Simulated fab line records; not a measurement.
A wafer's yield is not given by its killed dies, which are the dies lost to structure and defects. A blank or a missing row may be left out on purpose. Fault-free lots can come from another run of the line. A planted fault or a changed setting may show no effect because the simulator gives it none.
Split-lot study	flow sfq-line	route with 325 steps; 5 lots, 27 wafers read

== THE SPLIT ==
At SFQ_TRILAYER_M4_ETCH_METAL_ETCH_096 (etches Nb in Cl2/Ar, stops on SiO2, target depth 240 nm, time 120 s), the setting time-s was moved away from the recipe's 120 s on 6 of the 27 wafers read, by +31.2% to +59.1%. All remaining wafers had this setting at the recipe value.

The reading comes from the split's own step.

== THE READING ==
oes-product-au, in a.u., at SFQ_TRILAYER_M4_ETCH_METAL_ETCH_096 (etches Nb in Cl2/Ar, stops on SiO2, target depth 240 nm, time 120 s). Fault-free wafers of this fab line usually give 0.897 a.u., standard deviation 0.01 a.u.

wafer	tool, chamber at the split	time-s as run, s	against the recipe	oes-product-au, a.u.	against lot-mates on the recipe
L074.1	rie-metal-01, 1	120	recipe	0.905	-
L074.2	rie-metal-01, 0	120	recipe	0.899	-
L074.3	rie-metal-01, 1	120	recipe	0.905	-
L074.4	rie-metal-01, 0	120	recipe	0.900	-
L074.5	rie-metal-01, 1	120	recipe	0.902	-
L074.6	rie-metal-01, 0	120	recipe	0.912	-
L077.1	rie-metal-02, 1	120	recipe	0.899	-
L077.3	rie-metal-02, 1	120	recipe	0.895	-
L077.4	rie-metal-02, 0	120	recipe	0.904	-
L080.1	rie-metal-02, 1	120	recipe	0.906	-
L080.2	rie-metal-02, 0	157.4	+31.2%	0.882	-0.026
L080.3	rie-metal-02, 0	157.4	+31.2%	0.884	-0.024
L080.4	rie-metal-02, 1	157.4	+31.2%	0.884	-0.024
L080.5	rie-metal-02, 0	120	recipe	0.910	-
L080.6	rie-metal-02, 1	120	recipe	0.908	-
L081.1	rie-metal-02, 1	120	recipe	0.904	-
L081.2	rie-metal-02, 0	190.9	+59.1%	0.856	-0.049
L081.3	rie-metal-02, 0	190.9	+59.1%	0.874	-0.031
L081.4	rie-metal-02, 1	190.9	+59.1%	0.874	-0.031
L081.5	rie-metal-02, 0	120	recipe	0.904	-
L081.6	rie-metal-02, 1	120	recipe	0.907	-
L085.1	rie-metal-01, 0	120	recipe	0.897	-
L085.2	rie-metal-01, 1	120	recipe	0.884	-
L085.3	rie-metal-01, 0	120	recipe	0.880	-
L085.4	rie-metal-01, 1	120	recipe	0.904	-
L085.5	rie-metal-01, 1	120	recipe	0.876	-
L085.6	rie-metal-01, 0	120	recipe	0.898	-

THE FIT
A straight line over all 27 wafers: oes-product-au changes by -0.000539 a.u. for each +1% of time-s; r = -0.78; the points scatter about the line by 0.0089 a.u.
The same after taking each lot's own level away (the mean of its wafers on the recipe; 27 wafers): -0.000657 a.u. for each +1%; r = -0.90; scatter 0.0066 a.u.
That fit puts the effect of the largest move of time-s on the reading at 0.039 a.u.
From 0.8898 to 0.9080 a.u.: that is the span of the lots' own levels, equal to 1.8 times the standard deviation above.
So the lot-to-lot level blurs the effect unless lot-mates are compared.
Check: for one of the wafers moved furthest among these (+59.1%), held out of the fit, the line's prediction against its lot-mates is -0.0355 a.u. It came out at -0.049 a.u. against them.
Tool readings at the split's step, against how far the setting was moved: oes-product-au r = -0.78.

== ADDITIONAL SPLITS CARRIED BY THESE WAFERS ==
Other splits were also applied to these wafers ahead of the reading. Each is held against what the fit with the lots' levels taken away leaves over:
other split on the same wafers	wafers away from the commonest value	r with oes-product-au (lot level and that fit taken away)
SFQ_TRILAYER_L0_BARC_OPEN_METAL_ETCH_010 time-s	12	-0.21
SFQ_TRILAYER_M0_DEP_SPUTTER_019 time-s	12	+0.31
SFQ_TRILAYER_I1_DEP_PECVD_045 time-s	9	+0.30
SFQ_TRILAYER_M2_BARC_OPEN_METAL_ETCH_077 time-s	9	+0.04
SFQ_TRILAYER_I3_DEP_PECVD_081 time-s	6	-0.05

== THE WHOLE CHAIN: every reading that the file lists as answering this split, in the file's order ==
step	what it does	reading	change (the file's fit)	r (the file's)
SFQ_TRILAYER_M4_ETCH_METAL_ETCH_096	etches Nb in Cl2/Ar, stops on SiO2, target depth 240 nm, time 120 s	oes-product-au	-0.000663 a.u. for each +1% of the setting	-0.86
SFQ_TRILAYER_M4_ETCH_METAL_ETCH_096	etches Nb in Cl2/Ar, stops on SiO2, target depth 240 nm, time 120 s	KrF_of_TRILAYER_M4_LITHO_COAT_093.thk-nm (the simulator's own value, which no gauge read)	-1.42 nm for each +1% of the setting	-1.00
SFQ_TRILAYER_M4_ETCH_METAL_ETCH_096	etches Nb in Cl2/Ar, stops on SiO2, target depth 240 nm, time 120 s	SiO2_of_TRILAYER_I3_DEP_PECVD_081.thk-nm (the simulator's own value, which no gauge read)	-0.235 nm for each +1% of the setting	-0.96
SFQ_TRILAYER_M4_ETCH_METAL_ETCH_096	etches Nb in Cl2/Ar, stops on SiO2, target depth 240 nm, time 120 s	M4.feature-depth-nm (the simulator's own value, which no gauge read)	+0.231 nm for each +1% of the setting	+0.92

== FILE'S OWN FIT ==
oes-product-au changes by -0.000663 a.u. for each +1% of time-s, r = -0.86.
